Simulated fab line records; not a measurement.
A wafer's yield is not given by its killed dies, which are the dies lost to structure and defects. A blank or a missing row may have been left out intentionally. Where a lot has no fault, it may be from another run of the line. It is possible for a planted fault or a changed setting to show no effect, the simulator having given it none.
A struck lot beside a sound one    flow gf180mcu    44 steps out of a route of 602
Sound: these wafers, L644.1, L644.2, L644.3. Struck: wafers L655.2, L655.4, L655.6. Last of all comes the cause.
Per side, at each step with rows, come the tool, then ch with its chambers, and then its first start. Under that, the readings that differ: sound wafers    struck wafers    difference of the means    sigmas: that difference in standard deviations of wafers without a fault.
alike: readings whose means differ by less than 2 such deviations, and words and numbers that are the same on both sides. not compared: withheld readings, readings that some wafer has no value for, bounds like >300 that may hide the same value, and numbers for which the record gives no deviation and whose values overlap.
The two part at a step that has a row with sigmas, a row that says differs or no value, or rows on one side only. When numbers do not overlap yet have no deviation, they are printed without sigmas and do not part them. A reading missing from all wafers of one side parts the sides only when that side holds two or more wafers.

first, 2 steps without rows for these wafers: GF_MVSD_IMPLANT_08; GF_MVSD_IMPLANT_09.
GF_MVSD_STRIP_10: strips in O2/N2.
  sound on plasmaAsher-02 ch 0,1, day 4 21:58; struck on plasmaAsher-02 ch 0,1, day 7 12:04
reading                   sound              struck             difference  sigmas
stripTimeToEndpointS (s)  36.88 36.84 36.84  37.16 37.26 37.09  +0.32       +3
  alike: drypumpMotorCurrentA, heaterPowerW, o2FlowSccm, oesProductAu
  not compared: rfHoursCounterH
GF_MVSD_TW_MEAS_11:
  sound on filmMetro-01 at day 4 22:04; struck on filmMetro-01 at day 7 12:10
  alike: MVSD_TW
then, 7 steps without rows for these wafers: GF_MVPSD_DEHYDRATE_00 (time 60 s); GF_MVPSD_HMDS_01 (prime time 60 s); GF_MVPSD_COAT_02 (resist thk 3000 nm); GF_MVPSD_SOFTBAKE_03; GF_MVPSD_EXPOSE_04 (exposes mask MVPSD, target cd 1000 nm); GF_MVPSD_PEB_05; GF_MVPSD_DEVELOP_06 (develop time 60 s).
GF_MVPSD_OVL_MEAS_07:
  sound on overlay-02 at day 5 12:22; struck on overlay-02 at day 8 03:49
  alike: MVPSD_OVL
GF_MVPSD_IMPLANT_08:
  sound on implanter-03 ch 0, day 5 12:25; struck on implanter-02 ch 0, day 8 03:52
reading           sound                            struck                         difference  sigmas
doseIonsCm2       1.4998e+13 1.5002e+13 1.502e+13  1.686e+12 1.689e+12 1.668e+12  -1.333e+13  -99 or more
faradayCurrentUA  86.5 87.5 84.5                   9.5 9.5 9.5                    -76.7       -48
then, 1 step without rows for these wafers: GF_MVPSD_IMPLANT_09.
GF_MVPSD_STRIP_10: strips in O2/N2.
  sound on plasmaAsher-04 ch 0,1, day 5 12:43; struck on plasmaAsher-03 ch 0,1, day 8 04:08
  alike: drypumpMotorCurrentA, heaterPowerW, o2FlowSccm, oesProductAu, stripTimeToEndpointS
  not compared: rfHoursCounterH
GF_MVPSD_TW_MEAS_11:
  sound on filmMetro-02 at day 5 12:49; struck on filmMetro-04 at day 8 04:15
reading   sound        struck       difference  sigmas
MVPSD_TW  551 544 549  365 368 365  -182        -43
then, 7 steps without rows for these wafers: GF_VT_IMPLANT_DEHYDRATE_00 (time 60 s); GF_VT_IMPLANT_HMDS_01 (prime time 60 s); GF_VT_IMPLANT_COAT_02 (resist thk 1000 nm); GF_VT_IMPLANT_SOFTBAKE_03 (time 60 s); GF_VT_IMPLANT_EXPOSE_04 (exposes mask LVPWELL LV AREA, target cd 600 nm); GF_VT_IMPLANT_PEB_05; GF_VT_IMPLANT_DEVELOP_06 (develop time 60 s).
GF_VT_IMPLANT_OVL_MEAS_07:
  sound on overlay-02 at day 6 03:07; struck on overlay-02 at day 8 20:04
  alike: VT_IMPLANT_OVL
then, 1 step without rows for these wafers: GF_VT_IMPLANT_IMPLANT_08.
GF_VT_IMPLANT_STRIP_09: strips in O2/N2.
  sound on plasmaAsher-02 ch 0,1, day 6 03:19; struck on plasmaAsher-04 ch 0,1, day 8 20:14
  alike: drypumpMotorCurrentA, heaterPowerW, o2FlowSccm, oesProductAu, stripTimeToEndpointS
  not compared: rfHoursCounterH
GF_VT_IMPLANT_TW_MEAS_10:
  sound on filmMetro-04 at day 6 03:25; struck on filmMetro-03 at day 8 20:21
reading        sound        struck       difference  sigmas
VT_IMPLANT_TW  566 564 562  551 554 556  -10         -2
then, 7 steps without rows for these wafers: GF_VT_IMPLANT_DEHYDRATE_11 (time 60 s); GF_VT_IMPLANT_HMDS_12 (prime time 60 s); GF_VT_IMPLANT_COAT_13 (resist thk 1000 nm); GF_VT_IMPLANT_SOFTBAKE_14 (time 60 s); GF_VT_IMPLANT_EXPOSE_15 (exposes mask Nwell LV AREA, target cd 860 nm); GF_VT_IMPLANT_PEB_16; GF_VT_IMPLANT_DEVELOP_17 (develop time 60 s).
GF_VT_IMPLANT_OVL_MEAS_18:
  sound on overlay-01 at day 6 17:33; struck on overlay-01 at day 9 13:07
  alike: VT_IMPLANT_01_OVL
then, 1 step without rows for these wafers: GF_VT_IMPLANT_IMPLANT_19.
GF_VT_IMPLANT_STRIP_20: strips in O2/N2.
  sound on plasmaAsher-01 ch 0,1, day 6 17:44; struck on plasmaAsher-01 ch 0,1, day 9 13:17
  alike: drypumpMotorCurrentA, heaterPowerW, o2FlowSccm, oesProductAu, stripTimeToEndpointS
  not compared: rfHoursCounterH
GF_VT_IMPLANT_TW_MEAS_21:
  sound on filmMetro-03 at day 6 17:50; struck on filmMetro-04 at day 9 13:24
reading          sound           struck          difference  sigmas
VT_IMPLANT_2_TW  1204 1201 1200  1223 1218 1226  +21         +2
then, 4 steps without rows for these wafers: GF_VT_IMPLANT_DEHYDRATE_22 (time 60 s); GF_VT_IMPLANT_HMDS_23 (prime time 60 s); GF_VT_IMPLANT_COAT_24 (resist thk 1000 nm); GF_VT_IMPLANT_SOFTBAKE_25 (time 60 s).
GF_VT_IMPLANT_RS_MEAS_49: the measuring method here is four-point-probe.
  sound on filmMetro-02 at day 8 02:37; struck on filmMetro-04 at day 11 01:45
reading            sound           struck          difference  sigmas
MVPSD_RS (ohm/sq)  1172 1172 1172  2892 2880 2900  +1719       +99 or more
GF_PASSIVATION_PROBE_99:
  rows exist in the record for the sound wafers here (prober-01, day 29 15:55), none for the struck ones

== WHERE THEY PART ==
Last at GF_PASSIVATION_PROBE_99 as far as this record goes, first at GF_MVSD_STRIP_10.

WHY: the cause the simulator had injected
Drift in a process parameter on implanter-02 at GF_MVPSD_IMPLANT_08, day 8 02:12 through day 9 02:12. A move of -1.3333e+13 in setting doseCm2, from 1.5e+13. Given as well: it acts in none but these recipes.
